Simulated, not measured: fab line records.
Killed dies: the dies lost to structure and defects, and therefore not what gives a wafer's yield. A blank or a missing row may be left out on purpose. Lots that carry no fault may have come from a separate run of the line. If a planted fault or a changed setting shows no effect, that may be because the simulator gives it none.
What tool caused it? | flow sky130 | 7 lots, 21 wafers sampled, at 2 steps of a route of 708

## WHAT THE GAUGES SHOWED, per wafer
SKY_VT_ADJUST_HVTP_CD_MEAS_07: target cd 380 nm.
lot  | measured     | on       | cdNm (nm)
L743 | day 6 03:08  | cdSem-02 | 382.8 381.3 381.9
L745 | day 6 18:59  | cdSem-01 | 375.7 375.0 374.3
L747 | day 7 05:50  | cdSem-02 | 380.4 379.5 380.0
L749 | day 8 13:41  | cdSem-01 | 375.2 379.1 376.2
L753 | day 9 06:14  | cdSem-01 | 379.4 379.7 375.2
L762 | day 11 08:47 | cdSem-01 | 378.3 377.8 378.3
L765 | day 12 00:17 | cdSem-01 | 382.2 381.8 379.1

## WHICH TOOL RAN EACH LOT (tool, then ch and the chambers of the sampled wafers, then the start)
lot  | SKY_NWELL_IMPLANT_24
L743 | implanter-02 ch 0, day 5 08:34
L745 | implanter-04 ch 0, day 5 23:28
L747 | implanter-02 ch 0, day 6 10:11
L749 | implanter-04 ch 0, day 7 17:31
L753 | implanter-02 ch 0, day 8 08:53
L762 | implanter-04 ch 0, day 10 09:41
L765 | implanter-01 ch 0, day 11 00:14
- SKY_NWELL_IMPLANT_24

## THE ANSWER, worked out from the rows above alone
Rule: the lots themselves supply what counts as usual. Put in order of their means at a reading, lots are off if they are a third of the lots or fewer, leave a main group of 4 or more, and stand apart from it by a gap of 3 or more times the standard deviation of the main group's means; of several such gaps the widest counts. A main group is skipped when, at the precision printed for the reading in the tables above, its means are all equal. A lot without any number at a reading at which 4 lots or more have one is off too. Where the step has rows for the other lots, those lots are counted as sound.
Nothing can be told from this: no lot is off at any reading shown.

## WHAT THE SIMULATOR PUT IN
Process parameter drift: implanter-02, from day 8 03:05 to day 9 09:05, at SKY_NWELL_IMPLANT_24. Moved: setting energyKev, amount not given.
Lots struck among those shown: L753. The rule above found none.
